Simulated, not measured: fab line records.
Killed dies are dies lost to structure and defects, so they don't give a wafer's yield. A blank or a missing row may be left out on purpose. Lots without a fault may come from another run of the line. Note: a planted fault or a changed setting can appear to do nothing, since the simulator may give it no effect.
A lot that was struck, set against a sound lot || flow sky130 || 15 out of 708 route steps
Sound: wafers L334.1, L334.2, L334.3. Struck: wafer L345.2. (L345.6 of the same lot was not struck and is left out.) The cause comes at the end.
At each step with rows: each side's tool, then ch and its chambers, then its first start. Under that, the readings that differ: sound wafers || struck wafers || difference of the means || sigmas: that difference in standard deviations of wafers without a fault.
alike: readings whose means differ by less than 2 such deviations, and words and numbers that are the same on both sides. not compared: withheld readings, readings that some wafer has no value for, bounds like >300 that may hide the same value, and numbers for which the record gives no deviation and whose values overlap.
The two part at a step that has a row with sigmas, a row that says differs or no value, or rows on one side only. When numbers do not overlap yet have no deviation, they are printed without sigmas and do not part them. A reading missing from all wafers of one side parts the sides only when that side holds two or more wafers.

SKY_CONTACT_OVL_MEAS_15:
  sound: overlay-02 at day 31 16:05; struck: overlay-02 at day 35 06:34
  alike: CONTACT_OVL
SKY_CONTACT_ETCH_16: etches BARC in N2/H2, stops on SiO2, time 45.9 s, target depth 60 nm.
  sound on rieDiel-01 ch 1,2,3, day 31 16:07; struck on rieDiel-01 ch 3, day 35 06:35
  alike: biasW, drypumpMotorCurrentA, h2FlowSccm, n2FlowSccm, oesProductAu, throttleValvePct
  not compared: rfHoursCounterH
SKY_CONTACT_ETCH_17: etches SiO2 in C4F8/O2/Ar, stops on Si3N4, target depth 340 nm.
  sound on rieDiel-01 ch 1,2,3, day 31 16:10; struck on rieDiel-01 ch 3, day 35 06:38
  alike: biasW, oesProductAu
SKY_CONTACT_ETCH_18: etches Si3N4 in CHF3/O2, stops on TiN, time 39 s, target depth 75 nm.
  sound on rieDiel-01 ch 1,2,3; struck on rieDiel-01 ch 3
  alike: biasW, drypumpMotorCurrentA, oesProductAu, throttleValvePct
  not compared: rfHoursCounterH
then, 5 steps without rows for these wafers: SKY_CONTACT_STRIP_19 (strips in O2/N2); SKY_CONTACT_STRIP_20 (strips in post etch residue remover, time 1200 s); SKY_CONTACT_CLEAN_21 (cleans in IPA, time 180 s); SKY_CONTACT_CLEAN_22 (cleans in O3/DIW); SKY_CONTACT_SPUTTER_23 (material TiN, target thk 20 nm, time 80 s).
SKY_CONTACT_CVD_24: deposits W, target thk 340 nm, time 102.12 s.
  sound on cvdW-01 ch 0,1, day 31 16:55; struck on cvdW-01 ch 1, day 35 07:49
  alike: heaterPowerW
SKY_CONTACT_RS_MEAS_25: measurement is done with a four-point probe.
  sound: filmMetro-01 at day 31 17:01; struck: filmMetro-02 at day 35 07:56
  alike: CONTACT_W_RS
SKY_CONTACT_THK_MEAS_26: measures by xrf.
  sound: filmMetro-01 at day 31 17:08; struck: filmMetro-02 at day 35 08:03
  alike: CONTACT_W_THK
SKY_CONTACT_CMP_27: polishes, stops on SiO2, t overpolish 15 s, target thk 0 nm.
  sound on cmp-02 ch 0,2,3, day 31 17:12; struck on cmp-01 ch 2, day 35 08:09
{"reading": "overpolishRunS (s)", "sound": "15.007 14.986 15.022", "struck": 0.046, "difference": -14.959, "sigmas": "-99 or more"}
{"reading": "timeToEndpointS (s)", "sound": "79 88 83", "struck": 125, "difference": "+42", "sigmas": "+13"}
  alike: motorCurrentA
SKY_METAL1_SPUTTER_00: material Ti, target thk 15 nm, time 10 s.
  the record has rows for the sound wafers here (pvdSputter-02, day 31 17:30) and none for the struck ones
-- the record jumps here: 13 days lie between the struck wafers' starts before and after (it left off in module METAL1 and takes up again in module PAD_OPEN, whose first step shown is number 708 of the route) --
SKY_PAD_OPEN_PROBE_99:
  only the struck wafers here have rows in the record (prober-01, day 48 16:49); the sound ones have none

## WHERE THEY PART
At SKY_CONTACT_CMP_27 first; at SKY_PAD_OPEN_PROBE_99 last (within this record only).

WHY: the cause the simulator had injected
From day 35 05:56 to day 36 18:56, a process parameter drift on cmp-01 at SKY_CONTACT_CMP_27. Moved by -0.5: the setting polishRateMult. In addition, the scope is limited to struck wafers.
